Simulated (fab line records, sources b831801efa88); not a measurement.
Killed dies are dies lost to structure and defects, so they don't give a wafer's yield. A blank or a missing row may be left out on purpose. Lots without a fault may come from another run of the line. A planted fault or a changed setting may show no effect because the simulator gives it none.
fab line records | flow gf180mcu
record lots=13 wafers=39 last_day=34
route steps=602 shown V4@499 V5@557 TOP_METAL@568
lots that met no fault: from a run of the same line without faults
start_h: hours from the record's first day to the start of the lot's first wafer shown | wait_h: hours since the lot's step before | " the same as in the row above | L1.1+2: a row that stands for several wafers | - no value, or no start given | * or withheld: withheld | < > ~ a bound
route shown NAME@n: a module of which the file shows steps, and the number in the route of the first | usual: mean/standard deviation of fault-free wafers | same: alike in all rows | chamber/n: place in a boat | sites: the reading at each site | _std_site: their standard deviation | _edge_site: outer sites' mean less inner sites' | radius_mm: how far each site lies from the wafer's centre | mask NAME#n: copy n | behind: the tool/chamber that last shaped the wafer | hold: why the lot was held/for how many hours/how that ended | device: the transistor (n, p or np) that didn't switch | end of line: the same wafers' tests at the end of the route | a step without rows: its recipe alone | killed: dies lost to structure and defects at the first sort, not the wafer's yield | map: a wafer's dies, x killed, . not, _ none there
set.NAME: the setting as run; set.NAME@STEP: as run at that earlier step | model.NAME: the simulator's own value behind a step, which no gauge read
steps of the route over a sample of lots; a table a step, a row a wafer
services: from which hour (start_h, from the record's first day; less than 0 if before it) a tool's chamber was out of use, for how many hours, and why
## steps
# step GF_V4_CVD_23
# recipe material=W target_thk_nm=350 time_s=104.9 temp_c=400 pressure_torr=40
# usual heater_power_w=898/42
# columns lot.wafer tool chamber start_h wait_h heater_power_w
L943.2 cvd_w-02 1 566.62 0.0 856
L943.5 " 1 " " 860
L943.6 " 0 " " 961
L944.1 cvd_w-02 0 575.51 0.0 922
L944.3 " 0 " " 935
L944.4 " 1 " " 822
L945.2 cvd_w-02 1 588.01 0.0 870
L945.4 " 0 " " 903
L945.6 " 1 " " 863
L946.1 cvd_w-02 1 597.77 0.0 875
L946.5 " 1 " " 852
L946.6 " 0 " " 953
L948.1 cvd_w-02 1 618.74 0.0 853
L948.3 " 1 " " 840
L948.4 " 0 " " 938
L952.1 cvd_w-02 0 643.57 0.0 928
L952.3 " 1 " " 838
L952.6 " 0 " " 955
L953.3 cvd_w-01 1 649.07 0.1 857
L953.5 " 1 " " 844
L953.6 " 0 " " 953
L954.4 cvd_w-01 1 654.45 0.0 859
L954.5 " 1 " " 854
L954.6 " 0 " " 939
L955.1 cvd_w-01 0 657.60 0.0 912
L955.3 " 1 " " 857
L955.5 " 0 " " 941
L963.2 cvd_w-01 1 714.90 0.0 850
L963.3 " 1 " " 881
L963.6 " 0 " " 931
L964.2 cvd_w-01 0 723.61 3.6 919
L964.4 " 0 " " 908
L964.5 " 0 " " 914
L965.1 cvd_w-02 1 726.89 0.0 840
L965.4 " 1 " " 865
L965.5 " 1 " " 842
L966.3 cvd_w-02 0 732.51 0.1 959
L966.4 " 1 " " 853
L966.6 " 1 " " 851
# step GF_V5_ETCH_17
# recipe chemistry=C4F8/O2/Ar mask_material=KrF target=SiO2 stop_on=TiN source_w=1500 bias_w=1200 pressure_mtorr=40 c4f8_flow_sccm=withheld O2_flow_sccm=6 Ar_flow_sccm=300 time_s=withheld target_depth_a=8550
# usual oes_product_au=0.859/0.0043
# columns lot.wafer tool chamber start_h wait_h oes_product_au
L943.2 rie_diel-02 3 - - 0.861
L943.5 " 1 " " 0.858
L943.6 " 2 " " 0.860
L944.1 rie_diel-01 0 - - 0.851
L944.3 " 1 " " 0.861
L944.4 " 0 " " 0.863
L945.2 rie_diel-02 1 - - 0.855
L945.4 " 0 " " 0.864
L945.6 " 3 " " 0.862
L946.1 rie_diel-02 3 - - 0.861
L946.5 " 1 " " 0.862
L946.6 " 0 " " 0.858
L948.1 rie_diel-04 0 - - 0.855
L948.3 " 3 " " 0.855
L948.4 " 1 " " 0.865
L952.1 rie_diel-01 1 - - 0.859
L952.3 " 2 " " 0.853
L952.6 " 2 " " 0.855
L953.3 rie_diel-04 2 - - 0.858
L953.5 " 0 " " 0.857
L953.6 " 3 " " 0.856
L954.4 rie_diel-02 0 - - 0.860
L954.5 " 1 " " 0.856
L954.6 " 0 " " 0.851
L955.1 rie_diel-04 1 - - 0.865
L955.3 " 2 " " 0.860
L955.5 " 3 " " 0.863
L963.2 rie_diel-01 1 - - 0.861
L963.3 " 2 " " 0.860
L963.6 " 1 " " 0.848
L964.2 rie_diel-04 2 - - 0.859
L964.4 " 1 " " 0.859
L964.5 " 0 " " 0.859
L965.1 rie_diel-02 3 - - 0.855
L965.4 " 0 " " 0.860
L965.5 " 1 " " 0.863
L966.3 rie_diel-01 0 - - 0.861
L966.4 " 2 " " 0.860
L966.6 " 3 " " 0.858
# step GF_TOP_METAL_SPUTTER_01
# recipe material=TiN target_thk_nm=30 power_w=6500 time_s=25 chamber_pressure_pa=0.4
# usual throttle_valve_pct=29.9/0.71
# columns lot.wafer tool chamber start_h wait_h throttle_valve_pct
L943.2 pvd_sputter-04 - 636.09 0.1 29.4
L943.5 " - " " 30.5
L943.6 " - " " 29.1
L944.1 pvd_sputter-04 - 641.00 0.1 29.6
L944.3 " - " " 29.5
L944.4 " - " " 29.1
L945.2 pvd_sputter-03 - 653.78 0.1 29.8
L945.4 " - " " 29.8
L945.6 " - " " 29.2
L946.1 pvd_sputter-03 - 663.55 0.1 29.2
L946.5 " - " " 29.9
L946.6 " - " " 30.6
L948.1 pvd_sputter-02 - 681.90 0.1 30.8
L948.3 " - " " 31.7
L948.4 " - " " 29.6
L952.1 pvd_sputter-02 - 705.94 0.1 30.3
L952.3 " - " " 29.3
L952.6 " - " " 29.2
L953.3 pvd_sputter-03 - 709.73 0.1 29.5
L953.5 " - " " 30.7
L953.6 " - " " 29.9
L954.4 pvd_sputter-04 - 715.41 0.1 29.7
L954.5 " - " " 30.0
L954.6 " - " " 28.9
L955.1 pvd_sputter-03 - 718.97 0.1 30.9
L955.3 " - " " 29.9
L955.5 " - " " 29.4
L963.2 pvd_sputter-04 - 770.21 0.1 29.4
L963.3 " - " " 29.3
L963.6 " - " " 29.9
L964.2 pvd_sputter-03 - 778.17 0.1 29.3
L964.4 " - " " 30.7
L964.5 " - " " 30.8
L965.1 pvd_sputter-02 - 782.77 0.1 31.5
L965.4 " - " " 29.2
L965.5 " - " " 31.3
L966.3 pvd_sputter-03 - 786.32 0.1 29.0
L966.4 " - " " 29.6
L966.6 " - " " 29.2
# step GF_TOP_METAL_STRIP_18
# recipe chemistry=post_etch_residue_remover time_s=1200 temp_c=72.5
# usual bath_guard_temp_C=72.5/0.64 temp_c=72.51/0.13
# columns lot.wafer tool chamber start_h wait_h bath_guard_temp_C temp_c
L943.2 wet_bench-02 0 656.25 0.1 72.0 72.47
L943.5 " 0 " " 72.1 72.44
L943.6 " 0 " " 71.8 72.38
L944.1 wet_bench-03 2 661.92 0.1 71.3 72.50
L944.3 " 2 " " 71.0 72.45
L944.4 " 2 " " 70.6 72.49
L945.2 wet_bench-04 1 672.94 0.1 72.6 72.36
L945.4 " 1 " " 72.6 72.50
L945.6 " 1 " " 72.5 72.42
L946.1 wet_bench-04 2 683.49 0.1 72.8 72.52
L946.5 " 2 " " 72.5 72.60
L946.6 " 2 " " 72.9 72.62
L948.1 wet_bench-02 1 700.93 0.1 72.3 72.26
L948.3 " 1 " " 72.7 72.33
L948.4 " 1 " " 72.4 72.44
L952.1 wet_bench-03 1 723.99 0.1 68.7 68.27
L952.3 " 1 " " 68.5 68.33
L952.6 " 1 " " 68.5 68.47
L953.3 wet_bench-03 0 728.48 0.0 69.2 68.47
L953.5 " 0 " " 69.4 68.39
L953.6 " 0 " " 69.7 68.49
L954.4 wet_bench-02 1 732.78 0.0 72.5 72.36
L954.5 " 1 " " 72.4 72.51
L954.6 " 1 " " 72.5 72.54
L955.1 wet_bench-02 2 737.28 0.1 72.2 72.75
L955.3 " 2 " " 72.4 72.52
L955.5 " 2 " " 72.4 72.63
L963.2 wet_bench-04 0 786.40 0.1 73.0 72.73
L963.3 " 0 " " 72.7 72.51
L963.6 " 0 " " 73.0 72.59
L964.2 wet_bench-03 3 793.59 0.1 73.0 72.61
L964.4 " 3 " " 72.7 72.55
L964.5 " 3 " " 72.6 72.57
L965.1 wet_bench-04 2 798.24 0.1 72.6 72.45
L965.4 " 2 " " 72.4 72.33
L965.5 " 2 " " 73.1 72.34
L966.3 wet_bench-04 2 801.83 0.0 72.3 72.76
L966.4 " 2 " " 72.7 72.60
L966.6 " 2 " " 72.8 72.46
## services
# columns tool chamber start_h hours kind
rie_diel-01 0 548.26 10.9 repair
pvd_sputter-04 - 551.54 1.4 repair
rie_diel-04 0 559.33 15.3 repair
cvd_w-01 - 567.49 0.4 repair
rie_diel-04 - 585.58 2.8 pm
rie_diel-02 3 591.20 6.9 repair
wet_bench-03 - 598.11 4.1 repair
rie_diel-01 2 624.64 16.9 repair
cvd_w-02 - 630.60 6.9 pm
rie_diel-02 1 635.09 8.6 repair
wet_bench-04 - 644.47 5.1 repair
cvd_w-02 - 649.63 1.7 repair
rie_diel-01 3 650.02 22.9 repair
rie_diel-04 1 653.26 6.2 repair
rie_diel-02 1 686.51 4.0 repair
pvd_sputter-03 - 687.41 3.9 repair
cvd_w-01 1 698.57 9.0 repair
pvd_sputter-03 - 700.93 3.2 repair
cvd_w-02 - 710.29 14.6 pm
cvd_w-01 1 715.66 9.2 repair
cvd_w-01 0 719.07 4.3 repair
cvd_w-02 1 738.05 3.9 repair
pvd_sputter-03 - 751.27 0.7 repair
cvd_w-01 0 784.17 4.2 repair
## key
first_sign step=GF_TOP_METAL_STRIP_18 reading=temp_c direction=down sigmas=31 usual=* struck=*
effect step=GF_TOP_METAL_STRIP_18 reading=bath_guard_temp_C direction=down sigmas=5.5 usual=* struck=*
met_at GF_TOP_METAL_STRIP_18
struck_lots L952,L953
not_acting_at GF_V4_CVD_23,GF_V5_ETCH_17,GF_TOP_METAL_SPUTTER_01
onset_between 661.92 723.99
fault kind=process_parameter_drift tool=wet_bench-03 chamber=- onset_h=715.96 steps=GF_TOP_METAL_STRIP_18 channel=temp_c offset=* shape=step end_h=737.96 acts_in=* stated=*
